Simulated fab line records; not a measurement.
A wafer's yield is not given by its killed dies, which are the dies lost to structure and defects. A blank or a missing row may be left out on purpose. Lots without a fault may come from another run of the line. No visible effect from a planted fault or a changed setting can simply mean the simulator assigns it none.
What tool caused it? | flow gf180mcu | 72 wafers from 24 lots sampled at 3 of the route's 602 steps

WHAT THE GAUGES READ, wafer by wafer
GF_V4_RS_MEAS_24: a four-point-probe measurement.
lot  | measured     | on           | V4_W_RS (ohm/sq)
L074 | day 24 11:22 | filmMetro-01 | 0.323 0.323 0.321
L075 | day 24 13:05 | filmMetro-01 | 0.325 0.321 0.327
L076 | day 24 21:43 | filmMetro-02 | 0.319 0.321 0.332
L077 | day 25 14:08 | filmMetro-04 | 0.327 0.321 0.329
L078 | day 25 14:29 | filmMetro-02 | 0.323 0.331 0.330
L079 | day 25 21:31 | filmMetro-04 | 0.326 0.322 0.335
L080 | day 26 11:33 | filmMetro-02 | 0.325 0.322 0.323
L081 | day 26 14:02 | filmMetro-02 | 0.332 0.322 0.334
L082 | day 26 21:11 | filmMetro-02 | 0.321 0.321 0.320
L083 | day 27 04:33 | filmMetro-02 | 0.322 0.335 0.323
L084 | day 27 13:55 | filmMetro-01 | 0.322 0.323 0.323
L085 | day 27 23:35 | filmMetro-01 | 0.325 0.321 0.324
L086 | day 28 02:35 | filmMetro-04 | 0.326 0.330 0.330
L087 | day 28 20:59 | filmMetro-04 | 0.329 0.327 0.329
L088 | day 29 02:07 | filmMetro-01 | 0.326 0.325 0.326
L089 | day 29 07:58 | filmMetro-04 | 0.333 0.325 0.331
L090 | day 29 15:05 | filmMetro-04 | 0.327 0.330 0.324
L091 | day 29 19:12 | filmMetro-01 | 0.324 0.327 0.319
L092 | day 30 03:41 | filmMetro-02 | 0.325 0.323 0.322
L093 | day 30 13:43 | filmMetro-04 | 0.328 0.328 0.329
L094 | day 30 14:31 | filmMetro-01 | 0.324 0.331 0.321
L095 | day 30 19:27 | filmMetro-01 | 0.325 0.331 0.329
L096 | day 31 11:06 | filmMetro-04 | 0.329 0.330 0.333
L097 | day 31 14:22 | filmMetro-02 | 0.330 0.328 0.328

EACH LOT AND THE TOOL THAT RAN IT (in order: tool; ch and the chambers of the sampled wafers; start)
lot  | GF_V4_ETCH_17                                | GF_V4_STRIP_18
L074 | rieDiel-04 ch 1,2, day 24 10:34 or earlier   | plasmaAsher-03 ch 0,1, day 24 10:34
L075 | rieDiel-02 ch 2,3, day 24 12:19 or earlier   | plasmaAsher-03 ch 0,1, day 24 12:19
L076 | rieDiel-02 ch 2,3, day 24 20:36 or earlier   | plasmaAsher-01 ch 0,1, day 24 20:36
L077 | rieDiel-02 ch 0,1,3, day 25 13:24 or earlier | plasmaAsher-02 ch 0,1, day 25 13:24
L078 | rieDiel-04 ch 1,2,3, day 25 13:45 or earlier | plasmaAsher-01 ch 0,1, day 25 13:45
L079 | rieDiel-01 ch 0,2,3, day 25 20:43 or earlier | plasmaAsher-03 ch 0,1, day 25 20:43
L080 | rieDiel-04 ch 1,2,3, day 26 10:45 or earlier | plasmaAsher-02 ch 0,1, day 26 10:45
L081 | rieDiel-04 ch 0,1,2, day 26 13:16 or earlier | plasmaAsher-03 ch 0,1, day 26 13:16
L082 | rieDiel-04 ch 0,1,3, day 26 20:24 or earlier | plasmaAsher-02 ch 0,1, day 26 20:24
L083 | rieDiel-02 ch 1,3, day 27 03:48 or earlier   | plasmaAsher-01 ch 0,1, day 27 03:48
L084 | rieDiel-02 ch 0,2,3, day 27 13:10 or earlier | plasmaAsher-01 ch 0,1, day 27 13:10
L085 | rieDiel-04 ch 0,1,3, day 27 22:51 or earlier | plasmaAsher-02 ch 0,1, day 27 22:51
L086 | rieDiel-04 ch 2,3, day 28 01:50 or earlier   | plasmaAsher-01 ch 0,1, day 28 01:50
L087 | rieDiel-02 ch 0,2, day 28 20:13 or earlier   | plasmaAsher-01 ch 0,1, day 28 20:13
L088 | rieDiel-01 ch 1,2,3, day 29 01:20 or earlier | plasmaAsher-02 ch 0,1, day 29 01:20
L089 | rieDiel-02 ch 0,1,2, day 29 06:49 or earlier | plasmaAsher-01 ch 0,1, day 29 06:49
L090 | rieDiel-01 ch 0,1,2, day 29 13:58 or earlier | plasmaAsher-03 ch 0,1, day 29 13:58
L091 | rieDiel-01 ch 0,2,3, day 29 18:23 or earlier | plasmaAsher-01 ch 0,1, day 29 18:23
L092 | rieDiel-02 ch 0,2, day 30 02:55 or earlier   | plasmaAsher-03 ch 0,1, day 30 02:55
L093 | rieDiel-04 ch 0,2,3, day 30 12:57 or earlier | plasmaAsher-01 ch 0,1, day 30 12:57
L094 | rieDiel-01 ch 1,2, day 30 13:41 or earlier   | plasmaAsher-01 ch 0,1, day 30 13:41
L095 | rieDiel-02 ch 0,1,3, day 30 18:40 or earlier | plasmaAsher-03 ch 0,1, day 30 18:40
L096 | rieDiel-01 ch 1,3, day 31 10:21 or earlier   | plasmaAsher-01 ch 0,1, day 31 10:21
L097 | rieDiel-04 ch 0,1,3, day 31 13:37 or earlier | plasmaAsher-01 ch 0,1, day 31 13:37
- GF_V4_ETCH_17: etches SiO2 in C4F8/O2/Ar, stops on TiN, target depth 630 nm.
- GF_V4_STRIP_18: strips in O2/N2.

AS READ BY THE TOOLS THEMSELVES (means over the sampled wafers that have a number; for cases with no such wafer, the mark the record gives instead)
GF_V4_ETCH_17.
lot  | tool       | oesProductAu (a.u.)
L074 | rieDiel-04 | 0.859
L075 | rieDiel-02 | 0.850
L076 | rieDiel-02 | 0.855
L077 | rieDiel-02 | 0.857
L078 | rieDiel-04 | 0.855
L079 | rieDiel-01 | 0.853
L080 | rieDiel-04 | 0.864
L081 | rieDiel-04 | 0.856
L082 | rieDiel-04 | 0.855
L083 | rieDiel-02 | 0.853
L084 | rieDiel-02 | 0.857
L085 | rieDiel-04 | 0.857
L086 | rieDiel-04 | 0.860
L087 | rieDiel-02 | 0.857
L088 | rieDiel-01 | 0.863
L089 | rieDiel-02 | 0.853
L090 | rieDiel-01 | 0.857
L091 | rieDiel-01 | 0.858
L092 | rieDiel-02 | 0.857
L093 | rieDiel-04 | 0.857
L094 | rieDiel-01 | 0.856
L095 | rieDiel-02 | 0.854
L096 | rieDiel-01 | 0.858
L097 | rieDiel-04 | 0.859

GF_V4_STRIP_18.
lot  | tool           | drypumpMotorCurrentA (A) | heaterPowerW (W) | oesProductAu (a.u.)
L074 | plasmaAsher-03 | 5.69                     | 366              | 0.592
L075 | plasmaAsher-03 | 5.70                     | 374              | 0.598
L076 | plasmaAsher-01 | 5.84                     | 310              | 0.594
L077 | plasmaAsher-02 | 5.63                     | 333              | 0.595
L078 | plasmaAsher-01 | 5.85                     | 309              | 0.595
L079 | plasmaAsher-03 | 5.67                     | 375              | 0.597
L080 | plasmaAsher-02 | 5.72                     | 364              | 0.592
L081 | plasmaAsher-03 | 5.67                     | 361              | 0.590
L082 | plasmaAsher-02 | 5.73                     | 356              | 0.590
L083 | plasmaAsher-01 | 5.78                     | 332              | 0.592
L084 | plasmaAsher-01 | 5.76                     | 335              | 0.596
L085 | plasmaAsher-02 | 5.64                     | 326              | 0.595
L086 | plasmaAsher-01 | 5.84                     | 304              | 0.591
L087 | plasmaAsher-01 | 5.86                     | 307              | 0.592
L088 | plasmaAsher-02 | 5.61                     | 334              | 0.595
L089 | plasmaAsher-01 | 5.82                     | 307              | 0.592
L090 | plasmaAsher-03 | 5.67                     | 363              | 0.594
L091 | plasmaAsher-01 | 5.82                     | 336              | 0.592
L092 | plasmaAsher-03 | 5.66                     | 367              | 0.594
L093 | plasmaAsher-01 | 5.79                     | 331              | 0.594
L094 | plasmaAsher-01 | 5.77                     | 331              | 0.592
L095 | plasmaAsher-03 | 5.67                     | 363              | 0.592
L096 | plasmaAsher-01 | 5.83                     | 311              | 0.595
L097 | plasmaAsher-01 | 5.83                     | 310              | 0.596

THE ANSWER, worked out from the rows above alone
Rule: usual is defined by the lots themselves. Put in order of their means at a reading, lots are off if they are a third of the lots or fewer, leave a main group of 4 or more, and stand apart from it by a gap of 3 or more times the standard deviation of the main group's means; of several such gaps the widest counts. A main group whose means are all the same, to the digits that the tables above print for the reading, isn't used. Also off: a lot with no number at a reading for which 4 or more lots have one. The other lots that the step has rows for count as sound. Order of review: gauges by route order, followed by the tools' own readings, for which a lot's mean as printed above is used. At the first step where some lot is off, the reading lying furthest off is the one used; lots without a number count as furthest.
Nothing can be told from this: no lot is off at any reading shown.

WHAT THE SIMULATOR HAD INSERTED
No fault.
